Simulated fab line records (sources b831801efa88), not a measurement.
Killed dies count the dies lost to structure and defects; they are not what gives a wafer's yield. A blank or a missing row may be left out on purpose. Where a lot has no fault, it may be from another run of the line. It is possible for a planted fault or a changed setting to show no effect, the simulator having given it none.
Chamber matching ; flow sky130 ; cmp-02 running SKY_FIELD_ISO_CMP_27: 4 sister chambers
The step polishes, stops on Si3N4, t overpolish 16 s, target thk 457.8 nm. 8 wafers are shown with their chamber, then 7 later ones without.

## WAFERS, EACH WITH ITS CHAMBER
wafer;chamber;motor-current-A (A);time-to-endpoint-s (s)
L230.6;0;8.9;116
L234.3;0;9.1;112
L234.4;3;11.1;106
L239.3;1;11.9;110
L239.5;3;11.9;105
L239.6;2;14.2;107
L248.2;1;11.8;108
L248.4;2;13.8;104

## WAFERS MISSING THEIR CHAMBER
wafer;motor-current-A (A);time-to-endpoint-s (s)
L248.6;8.6;105
L251.1;11.7;104
L251.4;11.4;109
L251.6;12.0;102
L253.2;12.4;111
L253.5;11.3;110
L253.6;9.3;116

## WHICH CHAMBER EACH ONE RAN IN
wafer;from the rows above;in truth
L248.6;0;0
L251.1;can't be placed: 3 or 1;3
L251.4;can't be placed: 1 or 3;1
L251.6;can't be placed: 3 or 1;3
L253.2;can't be placed: 1 or 3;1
L253.5;can't be placed: 1 or 3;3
L253.6;0;0
2 of 7 placed correctly. Not placeable from these rows: 5 (in 5, the candidates include the true chamber). 0 placed wrongly.
How it was worked out, from the rows above alone: a wafer's distance from a chamber is the root of the sum, over the readings, of the square of ((its reading less the chamber's mean) divided by the reading's scatter). If the next closest chamber is less than 2 further off than the closest, the wafer can't be placed; otherwise it belongs to the closest. The mean given for a chamber averages the wafers shown for that chamber. The scatter: the root of (the sum of the squares of (reading less its chamber's mean) over the shown wafers, divided by (wafers less chambers)).
